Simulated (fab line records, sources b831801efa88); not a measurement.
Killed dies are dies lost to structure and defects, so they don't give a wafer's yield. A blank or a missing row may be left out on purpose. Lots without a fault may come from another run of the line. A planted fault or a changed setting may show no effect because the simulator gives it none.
Which tool did it? | flow gf180mcu | 6 lots, 18 wafers sampled, at 4 steps of a route of 602

WHAT THE GAUGES READ, wafer by wafer
GF_V5_RS_MEAS_24: measures by four-point-probe.
lot  | measured     | on            | V5_W_RS (ohm/sq)
L454 | day 28 06:54 | film_metro-01 | 0.326 0.328 0.326
L460 | day 30 04:18 | film_metro-03 | 43.762 42.968 44.787
L465 | day 31 11:02 | film_metro-03 | 0.328 0.329 0.327
L470 | day 32 14:49 | film_metro-03 | 0.324 0.325 0.327
L472 | day 33 02:46 | film_metro-03 | 0.327 0.326 0.327
L474 | day 33 14:32 | film_metro-02 | 0.324 0.329 0.333

WHICH TOOL RAN EACH LOT (tool, then ch and the chambers of the sampled wafers, then the start)
lot  | GF_V4_SPUTTER_22             | GF_MIM_SPUTTER_04            | GF_V5_CVD_23
L454 | pvd_sputter-01, day 25 13:47 | pvd_sputter-02, day 25 14:43 | cvd_w-02 ch 0,1, day 28 06:47
L460 | pvd_sputter-01, day 27 15:27 | pvd_sputter-04, day 27 16:16 | cvd_w-01 ch 0,1, day 30 04:11
L465 | pvd_sputter-01, day 29 00:46 | pvd_sputter-02, day 29 01:35 | cvd_w-01 ch 0,1, day 31 10:54
L470 | pvd_sputter-02, day 30 07:33 | pvd_sputter-04, day 30 08:22 | cvd_w-02 ch 0,1, day 32 14:42
L472 | pvd_sputter-01, day 30 20:56 | pvd_sputter-02, day 30 22:05 | cvd_w-01 ch 0,1, day 33 02:40
L474 | pvd_sputter-02, day 31 09:37 | pvd_sputter-01, day 31 10:26 | cvd_w-01 ch 0,1, day 33 14:24
- GF_V4_SPUTTER_22: material TiN, target thk 10 nm, time 40 s.
- GF_MIM_SPUTTER_04: material TiN, target thk 50 nm, time 41.7 s.
- GF_V5_CVD_23: deposits W, target thk 350 nm, time 104.9 s.

THE ANSWER, worked out from the rows above alone
Rule: what is usual is taken from the lots themselves. Put in order of their means at a reading, lots are off if they are a third of the lots or fewer, leave a main group of 4 or more, and stand apart from it by a gap of 3 or more times the standard deviation of the main group's means; of several such gaps the widest counts. A main group whose means are all the same, to the digits that the tables above print for the reading, isn't used. A lot without any number at a reading at which 4 lots or more have one is off too. The other lots that the step has rows for count as sound.
Off: L460, at GF_V5_RS_MEAS_24 (V5_W_RS). The main group: mean 0.327 ohm/sq, standard deviation 0.0012.
A tool fits if, at a process step before that reading, it ran every lot that is off, and no sound lot after the first of them. The gauges at GF_V5_RS_MEAS_24 are tried like those tools. None of those tried fits.

WHAT THE SIMULATOR HAD PUT IN
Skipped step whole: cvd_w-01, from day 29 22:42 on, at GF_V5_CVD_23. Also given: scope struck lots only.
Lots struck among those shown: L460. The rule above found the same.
